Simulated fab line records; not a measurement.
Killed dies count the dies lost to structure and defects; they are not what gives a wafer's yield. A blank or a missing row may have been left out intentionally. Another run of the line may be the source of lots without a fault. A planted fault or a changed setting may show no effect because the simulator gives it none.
The same fault as seen by 2 desks :: flow sky130 :: numbers are kept per desk, each desk with only its own; the story behind them comes last

== THE METROLOGY DESK ==
What the gauges read for every lot (on any tool): the sampled wafers with a number, averaged. Any lot whose mean is over 4 standard deviations away from the usual mean is out of limits and marked OUT; that distance is given in the brackets.
Columns: A = CONTACT_CVD_00_THK at SKY_CONTACT_THK_MEAS_01, usual 74.7 nm; B = CONTACT_HDPCVD_THK at SKY_CONTACT_THK_MEAS_03, usual 564 nm; C = CONTACT_BOW at SKY_CONTACT_BOW_MEAS_05, usual 84 um; D = cdNm at SKY_CONTACT_CD_MEAS_14, usual 169.7 nm; E = CONTACT_OVL at SKY_CONTACT_OVL_MEAS_15, usual 0 nm
lot: L248
first seen here: day 30 23:21
A: 73.8
B: 565
C: 85
D: 170.9
E: 1

lot: L251
first seen here: day 32 02:59
A: 73.3
B: 565
C: 84
D: 169.3
E: 0

lot: L257
first seen here: day 34 04:05
A: 74.1
B: 558
C: 94
D: 168.3
E: -1

lot: L259
first seen here: day 34 17:25
A: 74.4
B: 562
C: 93
D: 169.9
E: -0

lot: L263
first seen here: day 36 06:52
A: 72.9
B: 562
C: 84
D: 171.3
E: 1

lot: L269
first seen here: day 37 11:49
A: 74.0
B: 559
C: 83
D: 169.0
E: 7
This desk's finding: nothing out of limits on any of the 6 lots.

== FOR THE TOOL OWNER'S DESK: lithoTrack-01 ==
At SKY_CONTACT_SOFTBAKE_10 (time 90 s), the tool's own readings, given per lot that ran on this tool as the mean of the sampled wafers with a number. Any lot whose mean is over 4 standard deviations away from the usual mean is out of limits and marked OUT; that distance is given in the brackets.
Columns: A = heaterPowerTotalW at SKY_CONTACT_SOFTBAKE_10, usual 57.35 W; B = plateTempC at SKY_CONTACT_SOFTBAKE_10, usual 99.99 C
lot: L248
first seen here: day 31 13:00
A: 57.35
B: 99.79

lot: L257
first seen here: day 34 17:00
A: 53.91 (-31) OUT
B: 95.74 (-33) OUT

lot: L259
first seen here: day 35 07:00
A: 54.01 (-30) OUT
B: 95.93 (-31) OUT
This desk's verdict: out of limits on L257, L259, starting with L257 at day 34 17:00 (heaterPowerTotalW at SKY_CONTACT_SOFTBAKE_10). In limits: L248.

== ALL TOGETHER ==
An alarm could have come from the tool owner's desk at day 34 17:00, on L257, L259.
Nothing out of limits was seen by the metrology desk.
The metrology desk holds a record of L257, L259, inside its limits.
SKY_CONTACT_SOFTBAKE_10 was run on lithoTrack-01 by each of the lots named.

== WHAT WAS PUT IN BY THE SIMULATOR ==
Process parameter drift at SKY_CONTACT_SOFTBAKE_10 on lithoTrack-01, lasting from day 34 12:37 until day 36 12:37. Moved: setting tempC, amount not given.
Shown lots that were struck: L257, L259.
Each desk's first reading out of limits, in hours after the fault started: the tool owner's desk, 4.
